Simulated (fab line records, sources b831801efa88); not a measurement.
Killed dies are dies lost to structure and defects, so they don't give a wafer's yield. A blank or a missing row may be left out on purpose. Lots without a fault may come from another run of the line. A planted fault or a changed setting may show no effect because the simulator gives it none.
Split-lot experiment | flow sfq_line | 5 lots, 23 wafers read, on a route of 325 steps

THE SPLIT
At SFQ_TRILAYER_M0_LITHO_PEB_024 (peb time 60 s), the setting peb_time_s was moved away from the recipe's 60 s on 8 of the 23 wafers read, by -13.8% to -5.0%. The other wafers ran this setting at the recipe's value.

FROM THE SPLIT TO THE READING: what the file shows between them, 1 step
- SFQ_TRILAYER_M0_BARC_OPEN_METAL_ETCH_031: etches BARC in O2, target depth 125 nm, time 41.7 s (also split here: time_s)

THE READING
M0.cd_nm (the simulator's own value, which no gauge read), in nm, at SFQ_TRILAYER_M0_ETCH_METAL_ETCH_024 (etches Nb in Cl2/Ar, stops on SiO2, target depth 240 nm, time 120 s). The file gives no usual value for it. The 15 wafers here that ran the recipe average 500.3 nm, standard deviation 1.6 nm.

wafer  | tool, chamber at the split | peb_time_s as run, s | against the recipe | M0.cd_nm, nm | against lot-mates on the recipe
L074.1 | litho_track-02, 0          | 60                   | recipe             | 503          | -
L074.2 | litho_track-02, 0          | 60                   | recipe             | 502.4        | -
L074.3 | litho_track-02, 0          | 60                   | recipe             | 501.7        | -
L074.5 | litho_track-02, 0          | 60                   | recipe             | 503.3        | -
L074.6 | litho_track-02, 0          | 60                   | recipe             | 500.7        | -
L075.1 | litho_track-04, 0          | 60                   | recipe             | 498.6        | -
L075.2 | litho_track-04, 0          | 56.97                | -5.0%              | 510.5        | +11.4
L075.3 | litho_track-04, 0          | 56.97                | -5.0%              | 507          | +7.9
L075.5 | litho_track-04, 0          | 60                   | recipe             | 499.5        | -
L075.6 | litho_track-04, 0          | 56.97                | -5.0%              | 510.1        | +11.1
L078.1 | litho_track-02, 0          | 51.73                | -13.8%             | 517.2        | +18.1
L078.2 | litho_track-02, 0          | 60                   | recipe             | 499.8        | -
L078.3 | litho_track-02, 0          | 60                   | recipe             | 497.9        | -
L078.4 | litho_track-02, 0          | 51.73                | -13.8%             | 518          | +18.9
L078.5 | litho_track-02, 0          | 60                   | recipe             | 499.6        | -
L079.2 | litho_track-02, 0          | 60                   | recipe             | 498.8        | -
L079.4 | litho_track-02, 0          | 60                   | recipe             | 499.6        | -
L079.6 | litho_track-02, 0          | 60                   | recipe             | 501.1        | -
L082.2 | litho_track-04, 0          | 54.91                | -8.5%              | 514.2        | +14.9
L082.3 | litho_track-04, 0          | 54.91                | -8.5%              | 512.8        | +13.5
L082.4 | litho_track-04, 0          | 60                   | recipe             | 498.6        | -
L082.5 | litho_track-04, 0          | 60                   | recipe             | 500          | -
L082.6 | litho_track-04, 0          | 54.91                | -8.5%              | 513          | +13.7

THE FIT
A straight line over all 23 wafers: M0.cd_nm changes by -1.37 nm for each +1% of peb_time_s; r = -0.96; the points scatter about the line by 1.8 nm.
The same after taking each lot's own level away (the mean of its wafers on the recipe; 23 wafers): -1.48 nm for each +1%; r = -0.98; scatter 1.6 nm.
On that fit, the largest move of peb_time_s shifts the reading by 20 nm.
The lots' own levels span 499.05 to 502.22 nm, that is 2.0 times the standard deviation above.
So the lot-to-lot level changes the slope little: the two slopes agree.
Check: with one of the wafers moved furthest among these (-13.8%) left out of the fit, the line predicts +21.9 nm for it against its lot-mates. It came out at +18.1 nm against them.

OTHER SPLITS ON THESE WAFERS
These wafers also went through other splits before the reading. Each is held against what the fit with the lots' levels taken away leaves over:
other split on the same wafers                  | wafers away from the commonest value | r with M0.cd_nm (lot level and that fit taken away)
SFQ_TRILAYER_INCOMING_OXIDATION_002 temp_c      | 5                                    | -0.13
SFQ_TRILAYER_L0_LITHO_EXPOSE_006 dose_mj        | 5                                    | -0.37
SFQ_TRILAYER_L0_VIA_LITHO_COAT_013 spin_rpm     | 7                                    | +0.03
SFQ_TRILAYER_L0_VIA_LITHO_PEB_016 peb_temp_c    | 6                                    | -0.19
SFQ_TRILAYER_M0_DEP_SPUTTER_019 time_s          | 10                                   | -0.58
SFQ_TRILAYER_M0_BARC_OPEN_METAL_ETCH_031 time_s | 8                                    | +0.01

THE WHOLE CHAIN: every reading that the file lists as answering this split, in the file's order
step                                     | what it does                                                        | reading                                                   | change (the file's fit)              | r (the file's)
SFQ_TRILAYER_M0_BARC_OPEN_METAL_ETCH_031 | etches BARC in O2, target depth 125 nm, time 41.7 s                 | M0.cd_nm (the simulator's own value, which no gauge read) | -1.62 nm for each +1% of the setting | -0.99
SFQ_TRILAYER_M0_ETCH_METAL_ETCH_024      | etches Nb in Cl2/Ar, stops on SiO2, target depth 240 nm, time 120 s | M0.cd_nm (the simulator's own value, which no gauge read) | -1.48 nm for each +1% of the setting | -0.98

THE FILE'S OWN FIT
M0.cd_nm changes by -1.48 nm for each +1% of peb_time_s, r = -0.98.
